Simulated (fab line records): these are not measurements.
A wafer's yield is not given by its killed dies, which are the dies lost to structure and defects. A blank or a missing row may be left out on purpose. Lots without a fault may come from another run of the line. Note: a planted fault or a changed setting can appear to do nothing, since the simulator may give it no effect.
Split-lot trial :: flow sfqLine :: on a route of 325 steps: 5 lots, 23 wafers read

ON THE SPLIT
At SFQ_TRILAYER_M2_LITHO_COAT_062 (resist thk 62 nm), the setting spinRpm was moved away from the recipe's 3000 rpm on 9 of the 23 wafers read, by -6.1% to +5.5%. This setting was run at the recipe's value on the other wafers.

FROM THE SPLIT TO THE READING: what the file shows between them, 3 steps
- SFQ_TRILAYER_M2_LITHO_COAT_057: resist thk 607.5 nm
- SFQ_TRILAYER_M2_LITHO_SOFTBAKE_061
- SFQ_TRILAYER_M2_LITHO_DEVELOP_059: time 60 s

THE READING
oesProductAu, in a.u., at SFQ_TRILAYER_M2_BARC_OPEN_METAL_ETCH_077 (etches BARC in O2, target depth 125 nm, time 43.06 s). On this fab line, fault-free wafers typically give 0.680 a.u. with a standard deviation of 0.0045 a.u.

wafer: L075.1
tool, chamber at the split: lithoTrack-02, 0
spinRpm as run, rpm: 2883
against the recipe: -3.9%
oesProductAu, a.u.: 0.689
against lot-mates on the recipe: +0.010

wafer: L075.3
tool, chamber at the split: lithoTrack-02, 0
spinRpm as run, rpm: 3000
against the recipe: recipe
oesProductAu, a.u.: 0.681
against lot-mates on the recipe: -

wafer: L075.4
tool, chamber at the split: lithoTrack-02, 0
spinRpm as run, rpm: 3000
against the recipe: recipe
oesProductAu, a.u.: 0.678
against lot-mates on the recipe: -

wafer: L075.5
tool, chamber at the split: lithoTrack-02, 0
spinRpm as run, rpm: 3000
against the recipe: recipe
oesProductAu, a.u.: 0.678
against lot-mates on the recipe: -

wafer: L075.6
tool, chamber at the split: lithoTrack-02, 0
spinRpm as run, rpm: 2883
against the recipe: -3.9%
oesProductAu, a.u.: 0.690
against lot-mates on the recipe: +0.011

wafer: L077.1
tool, chamber at the split: lithoTrack-04, 0
spinRpm as run, rpm: 3166
against the recipe: +5.5%
oesProductAu, a.u.: 0.671
against lot-mates on the recipe: -0.009

wafer: L077.2
tool, chamber at the split: lithoTrack-04, 0
spinRpm as run, rpm: 3000
against the recipe: recipe
oesProductAu, a.u.: 0.676
against lot-mates on the recipe: -

wafer: L077.3
tool, chamber at the split: lithoTrack-04, 0
spinRpm as run, rpm: 3000
against the recipe: recipe
oesProductAu, a.u.: 0.682
against lot-mates on the recipe: -

wafer: L077.4
tool, chamber at the split: lithoTrack-04, 0
spinRpm as run, rpm: 3000
against the recipe: recipe
oesProductAu, a.u.: 0.683
against lot-mates on the recipe: -

wafer: L077.5
tool, chamber at the split: lithoTrack-04, 0
spinRpm as run, rpm: 3166
against the recipe: +5.5%
oesProductAu, a.u.: 0.672
against lot-mates on the recipe: -0.008

wafer: L078.1
tool, chamber at the split: lithoTrack-04, 0
spinRpm as run, rpm: 2820
against the recipe: -6.0%
oesProductAu, a.u.: 0.686
against lot-mates on the recipe: +0.005

wafer: L078.3
tool, chamber at the split: lithoTrack-04, 0
spinRpm as run, rpm: 3000
against the recipe: recipe
oesProductAu, a.u.: 0.682
against lot-mates on the recipe: -

wafer: L078.4
tool, chamber at the split: lithoTrack-04, 0
spinRpm as run, rpm: 2820
against the recipe: -6.0%
oesProductAu, a.u.: 0.692
against lot-mates on the recipe: +0.010

wafer: L078.5
tool, chamber at the split: lithoTrack-04, 0
spinRpm as run, rpm: 3000
against the recipe: recipe
oesProductAu, a.u.: 0.681
against lot-mates on the recipe: -

wafer: L078.6
tool, chamber at the split: lithoTrack-04, 0
spinRpm as run, rpm: 2820
against the recipe: -6.0%
oesProductAu, a.u.: 0.697
against lot-mates on the recipe: +0.015

wafer: L079.1
tool, chamber at the split: lithoTrack-01, 0
spinRpm as run, rpm: 2816
against the recipe: -6.1%
oesProductAu, a.u.: 0.693
against lot-mates on the recipe: +0.013

wafer: L079.2
tool, chamber at the split: lithoTrack-01, 0
spinRpm as run, rpm: 3000
against the recipe: recipe
oesProductAu, a.u.: 0.679
against lot-mates on the recipe: -

wafer: L079.3
tool, chamber at the split: lithoTrack-01, 0
spinRpm as run, rpm: 3000
against the recipe: recipe
oesProductAu, a.u.: 0.677
against lot-mates on the recipe: -

wafer: L079.4
tool, chamber at the split: lithoTrack-01, 0
spinRpm as run, rpm: 2816
against the recipe: -6.1%
oesProductAu, a.u.: 0.693
against lot-mates on the recipe: +0.013

wafer: L079.5
tool, chamber at the split: lithoTrack-01, 0
spinRpm as run, rpm: 3000
against the recipe: recipe
oesProductAu, a.u.: 0.685
against lot-mates on the recipe: -

wafer: L082.1
tool, chamber at the split: lithoTrack-04, 0
spinRpm as run, rpm: 3000
against the recipe: recipe
oesProductAu, a.u.: 0.673
against lot-mates on the recipe: -

wafer: L082.2
tool, chamber at the split: lithoTrack-04, 0
spinRpm as run, rpm: 3000
against the recipe: recipe
oesProductAu, a.u.: 0.673
against lot-mates on the recipe: -

wafer: L082.4
tool, chamber at the split: lithoTrack-04, 0
spinRpm as run, rpm: 3000
against the recipe: recipe
oesProductAu, a.u.: 0.669
against lot-mates on the recipe: -

THE FIT
A straight line over all 23 wafers: oesProductAu changes by -0.00202 a.u. for each +1% of spinRpm; r = -0.85; the points scatter about the line by 0.0042 a.u.
The same after taking each lot's own level away (the mean of its wafers on the recipe; 23 wafers): -0.00184 a.u. for each +1%; r = -0.91; scatter 0.0028 a.u.
On that fit, the largest move of spinRpm shifts the reading by 0.011 a.u.
Across the lots, their own levels run from 0.6717 to 0.6815 a.u., a range of 2.2 times the standard deviation given above.
The two slopes agree, so the slope changes little with the lot-to-lot level.
Check: +0.0116 a.u. against its lot-mates is what the line predicts for one of the wafers moved furthest among these (-6.1%) when that wafer is left out of the fit. Against them it came out at +0.0127 a.u.

THE OTHER SPLITS THESE WAFERS WENT THROUGH
Before the reading, these wafers also passed through other splits. Each is held against what the fit with the lots' levels taken away leaves over:
other split on the same wafers: SFQ_TRILAYER_INCOMING_OXIDATION_002 oxTimeS
wafers away from the commonest value: 15
r with oesProductAu (lot level and that fit taken away): +0.11

other split on the same wafers: SFQ_TRILAYER_L0_LITHO_COAT_005 resistThkNm
wafers away from the commonest value: 6
r with oesProductAu (lot level and that fit taken away): -0.17

other split on the same wafers: SFQ_TRILAYER_M0_DEP_SPUTTER_019 timeS
wafers away from the commonest value: 4
r with oesProductAu (lot level and that fit taken away): +0.22

other split on the same wafers: SFQ_TRILAYER_M0_BARC_OPEN_METAL_ETCH_031 timeS
wafers away from the commonest value: 11
r with oesProductAu (lot level and that fit taken away): -0.01

other split on the same wafers: SFQ_TRILAYER_I0_VIA_LITHO_COAT_036 spinRpm
wafers away from the commonest value: 9
r with oesProductAu (lot level and that fit taken away): +0.32

other split on the same wafers: SFQ_TRILAYER_M1_DEP_SPUTTER_037 timeS
wafers away from the commonest value: 11
r with oesProductAu (lot level and that fit taken away): +0.37

other split on the same wafers: SFQ_TRILAYER_I1_VIA_LITHO_COAT_054 resistThkNm
wafers away from the commonest value: 9
r with oesProductAu (lot level and that fit taken away): -0.28

other split on the same wafers: SFQ_TRILAYER_I1_VIA_BARC_OPEN_VIA_ETCH_071 sourceW
wafers away from the commonest value: 8
r with oesProductAu (lot level and that fit taken away): +0.06

THE WHOLE CHAIN: every reading that the file lists as answering this split, in the file's order
step: SFQ_TRILAYER_M2_LITHO_COAT_062
what it does: resist thk 62 nm
reading: BARC_of_TRILAYER_M2_LITHO_COAT_062.thkNm (the simulator's own value, which no gauge read)
change (the file's fit): -0.319 nm for each +1% of the setting
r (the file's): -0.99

step: SFQ_TRILAYER_M2_BARC_OPEN_METAL_ETCH_077
what it does: etches BARC in O2, target depth 125 nm, time 43.06 s
reading: oesProductAu
change (the file's fit): -0.00192 a.u. for each +1% of the setting
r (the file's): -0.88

step: SFQ_TRILAYER_M2_BARC_OPEN_METAL_ETCH_077
what it does: etches BARC in O2, target depth 125 nm, time 43.06 s
reading: etch.depthNm (the simulator's own value, which no gauge read)
change (the file's fit): -0.322 nm for each +1% of the setting
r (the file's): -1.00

THE FILE'S OWN FIT
oesProductAu changes by -0.00192 a.u. for each +1% of spinRpm, r = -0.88.
